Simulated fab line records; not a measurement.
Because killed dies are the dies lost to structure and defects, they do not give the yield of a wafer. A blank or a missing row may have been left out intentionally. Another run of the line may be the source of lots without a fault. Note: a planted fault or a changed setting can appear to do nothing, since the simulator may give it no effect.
A struck lot beside a sound one	flow sfqLine	17 out of 325 route steps
Sound: wafers L353.1, L353.4, L353.6. The struck wafers were L357.1, L357.3, L357.5. At the end, the cause is stated.
At each step with rows: each side's tool, then ch and its chambers, then its first start. Under that, the readings that differ: sound wafers	struck wafers	difference of the means	sigmas: that difference in standard deviations of wafers without a fault.
alike: readings whose means differ by less than 2 such deviations, and words and numbers that are the same on both sides. not compared: withheld readings, readings that some wafer has no value for, bounds like >300 that may hide the same value, and numbers for which the record gives no deviation and whose values overlap.
A row with sigmas, a row that says differs or no value, or rows on one side alone: a step with any of these is where the two part. Numbers that have no deviation but don't overlap get no sigmas and don't part them. Lack of a reading on every wafer of one side parts them only where that side has two or more wafers.

SFQ_TRILAYER_I6_VIA_BARC_OPEN_VIA_ETCH_235: etches BARC in O2, target depth 125 nm, time 41.7 s.
  sound on rieDiel-02 ch 1,3, day 77 21:08; struck on rieDiel-01 ch 0,1,2, day 78 23:32
  alike: drypumpMotorCurrentA, oesProductAu
  not compared: rfHoursCounterH
SFQ_TRILAYER_I6_VIA_ETCH_VIA_ETCH_172: etches SiO2 in CHF3, stops on Nb, target depth 260 nm.
  sound on rieDiel-02 ch 1,3, day 77 21:10; struck on rieDiel-01 ch 0,1,2, day 78 23:34
  alike: drypumpMotorCurrentA, oesProductAu
SFQ_TRILAYER_I6_VIA_STRIP_STRIP_173: strips in O2.
  sound on rieMetal-01 ch 0,1, day 77 21:17; struck on rieMetal-01 ch 0,1, day 78 23:41
  alike: drypumpMotorCurrentA, oesProductAu
  not compared: rfHoursCounterH
then, 2 steps without rows for these wafers: SFQ_TRILAYER_I6_VIA_STRIP_SOLV_CLEAN_174 (cleans in NMP, time 600 s); SFQ_TRILAYER_M7_DEP_PRE_CLEAN_176 (time 22.5 s).
SFQ_TRILAYER_M7_DEP_SPUTTER_175: material Nb, target thk 200 nm, time 133.3 s.
  sound on pvdSputter-04 at day 77 22:05; struck on pvdSputter-04 at day 79 00:29
  alike: throttleValvePct
SFQ_M7_RS_MEAS_943: measurement is done with a four-point probe.
  sound on filmMetro-03 at day 77 22:11; struck on filmMetro-01 at day 79 00:35
  alike: M7_NB_RS
then, 4 steps without rows for these wafers: SFQ_TRILAYER_M7_LITHO_COAT_182 (resist thk 62 nm); SFQ_TRILAYER_M7_LITHO_COAT_177 (resist thk 600 nm); SFQ_TRILAYER_M7_LITHO_SOFTBAKE_181; SFQ_TRILAYER_M7_LITHO_EXPOSE_178 (exposes mask M7, target cd 500 nm).
SFQ_TRILAYER_M7_LITHO_PEB_180: peb time 60 s.
  sound on lithoTrack-04 ch 0, day 78 03:46; struck on lithoTrack-04 ch 0, day 79 03:55
  alike: chillPlateTempC
then, 1 step without rows for these wafers: SFQ_TRILAYER_M7_LITHO_DEVELOP_179 (time 60 s).
SFQ_M7_OVL_MEAS_945:
  sound on overlay-01 at day 78 04:04; struck on overlay-02 at day 79 04:13
  alike: M7_OVL
SFQ_TRILAYER_M7_BARC_OPEN_METAL_ETCH_229: etches BARC in O2, target depth 125 nm, time 41.7 s.
  sound on rieMetal-02 ch 0,1, day 78 04:06; struck on rieMetal-01 ch 0,1, day 79 04:14
reading	sound	struck	difference	sigmas
model.M7.cdNm (nm)	500.1 499.7 499.4	492.9 494.2 492.5	-6.5	
  alike: drypumpMotorCurrentA, oesProductAu
  not compared: rfHoursCounterH
SFQ_TRILAYER_M7_ETCH_METAL_ETCH_180: etches Nb in Cl2/Ar, stops on SiO2, target depth 240 nm, time 120 s.
  sound on rieMetal-02 ch 0,1, day 78 04:10; struck on rieMetal-01 ch 0,1, day 79 04:18
reading	sound	struck	difference	sigmas
model.M7.cdNm (nm)	500 498.5 498.4	492.8 494.6 493	-5.5	
  alike: drypumpMotorCurrentA, oesProductAu
  not compared: rfHoursCounterH
SFQ_TRILAYER_M7_STRIP_STRIP_181: strips in O2.
  sound on rieMetal-02 ch 0,1, day 78 04:17; struck on rieMetal-01 ch 0,1, day 79 04:26
  alike: drypumpMotorCurrentA, oesProductAu
  not compared: rfHoursCounterH

== WHERE THEY PART ==
Nowhere in this record.

WHY: whatever the simulator had introduced
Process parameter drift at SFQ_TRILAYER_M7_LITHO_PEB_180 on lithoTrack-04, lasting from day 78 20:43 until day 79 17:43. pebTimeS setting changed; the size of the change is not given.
